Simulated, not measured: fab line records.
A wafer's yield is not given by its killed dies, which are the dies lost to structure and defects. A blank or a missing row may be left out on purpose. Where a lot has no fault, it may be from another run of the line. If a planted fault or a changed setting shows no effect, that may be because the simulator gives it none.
Problem report in the 8D (eight disciplines) form, filled by code ; flow sky130 ; the parts of the form that need people (team, actions taken, sign-off) are left out

## 1. WHAT IS WRONG
Wafers with no fault read 44 with a standard deviation of 6, whereas killed_at_M0_to_M3 at SKY_PAD_OPEN_PROBE_99 reads a mean of 101 on 1 wafer of 1 lot. That is +9.5 standard deviations from the usual mean.
First seen on wafer L262.2, day 50 05:08, on prober-02. The record holds 3 wafers of 1 lot with a number at this step. By rule, "out" or "out of limits" means more than 4 standard deviations away from the usual mean. All remaining wafers that have a number are taken as sound.

## 2. WHAT IT IS, WHAT IT ISN'T
question;is;is not
which readings at this step;killed_at_M0_to_M3, defectLimitedYield, killedDies, sort_bin_3_pad_short, sortNPass, sortYieldPct;killed_at_M4_up, killedAtContacts, killedAtFrontEnd, killedOpen, killedShort
which lots;L262;-
which wafers of those lots;L262.2;L262.1, L262.5
read on which tools;prober-02;-
when;from day 50 05:08;"up to then (1 sound wafer); but 1 sound wafer of L262 came after"

## 3. SUSPECTS, AND WHAT RULES EACH OUT
Counting: if a tool at a process step up to the reading ran every lot that is out, it stays a suspect. Sound lots after the first of them don't rule it out here, since some wafers of a struck lot are sound.
- pvdSputter-03 at SKY_METAL1_SPUTTER_01 (material TiN, target thk 20 nm, time 16.7 s): kept. It ran the lot that is out, L262 (day 37 18:29).
- rieMetal-04 at SKY_METAL4_DESCUM_15 (chemistry O2, time 8 s): kept. It ran the lot that is out, L262 (day 46 21:37).
- pecvd-04 at SKY_PASSIVATION_CVD_02 (deposits Si3N4, target thk 540 nm): kept. It ran the lot that is out, L262 (day 48 16:59).
- prober-02 at SKY_PAD_OPEN_PROBE_99: kept. It ran the lot that is out, L262 (day 50 05:05). Its own readings are out on those wafers: defectLimitedYield, killed_at_M0_to_M3, killedDies, sort_bin_3_pad_short, sortNPass, sortYieldPct.
- Within rieMetal-04 at SKY_METAL4_DESCUM_15: the wafers that are out ran in chamber 1; their sound lot-mates ran in chamber 0.
- Within pecvd-04 at SKY_PASSIVATION_CVD_02: the wafers that are out ran in chamber 0; their sound lot-mates ran in chamber 2.
Left after counting: pvdSputter-03 at SKY_METAL1_SPUTTER_01, rieMetal-04 at SKY_METAL4_DESCUM_15, pecvd-04 at SKY_PASSIVATION_CVD_02, prober-02 at SKY_PAD_OPEN_PROBE_99.

## 4. THE CAUSE (what the simulator had put in)
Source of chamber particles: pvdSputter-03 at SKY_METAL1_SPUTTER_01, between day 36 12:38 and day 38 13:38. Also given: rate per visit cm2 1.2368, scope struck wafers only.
This tool is one of the 4 suspects left after counting.

## 5. THE EFFECT CHAIN, in route order
Each row: a reading where the mean over the struck wafers with a number is more than 3 standard deviations away from the usual. Only readings whose record carries a usual standard deviation are examined. hours: median over the lots of the time between each lot's start at the first step of this table that gives one and its start at this step. sigmas: the change, counted in usual standard deviations.
hours;step;reading;usual;on struck wafers;change;sigmas
0;SKY_METAL4_DESCUM_15;tempC;40.00 C;39.66;-0.34;-3.1
80;SKY_PAD_OPEN_PROBE_99;defectLimitedYield;82.4 %;70.5;-11.9;-6.6
80;SKY_PAD_OPEN_PROBE_99;killed_at_M0_to_M3;44;101;+57;+9.5
80;SKY_PAD_OPEN_PROBE_99;killedAtOther;0.3;2.0;+1.7;+3.1
80;SKY_PAD_OPEN_PROBE_99;killedDies;87;145;+58;+6.7
80;SKY_PAD_OPEN_PROBE_99;sort_bin_3_pad_short;0.9 %;3.0;+2.1;+5.2
80;SKY_PAD_OPEN_PROBE_99;sort_bin_5_function;10.5 %;16.5;+6.0;+4.0
80;SKY_PAD_OPEN_PROBE_99;sort_bin_6_memory;6.2 %;10.0;+3.8;+3.5
80;SKY_PAD_OPEN_PROBE_99;sortNPass;405;347;-58;-6.7
80;SKY_PAD_OPEN_PROBE_99;sortYieldPct;82.4 %;70.5;-11.9;-6.6
Its process steps:
- SKY_METAL4_DESCUM_15: chemistry O2, time 8 s.
- SKY_PAD_OPEN_PROBE_99

## 6. HOW IT WOULD HAVE BEEN CAUGHT EARLIER
In this record the first reading out of limits was taken at day 50 05:08, 328 hours after the fault began at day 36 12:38.
Of the tool readings at SKY_METAL1_SPUTTER_01 for which the record gives a usual standard deviation, none was out on any struck wafer, so an alarm limit of 4 standard deviations on them would not have fired.
Each of the lots that are out, 1 in all, had begun SKY_METAL1_SPUTTER_01 on pvdSputter-03 no later than day 50 05:08. Had the tool been put on hold then, not one of them would have been saved.
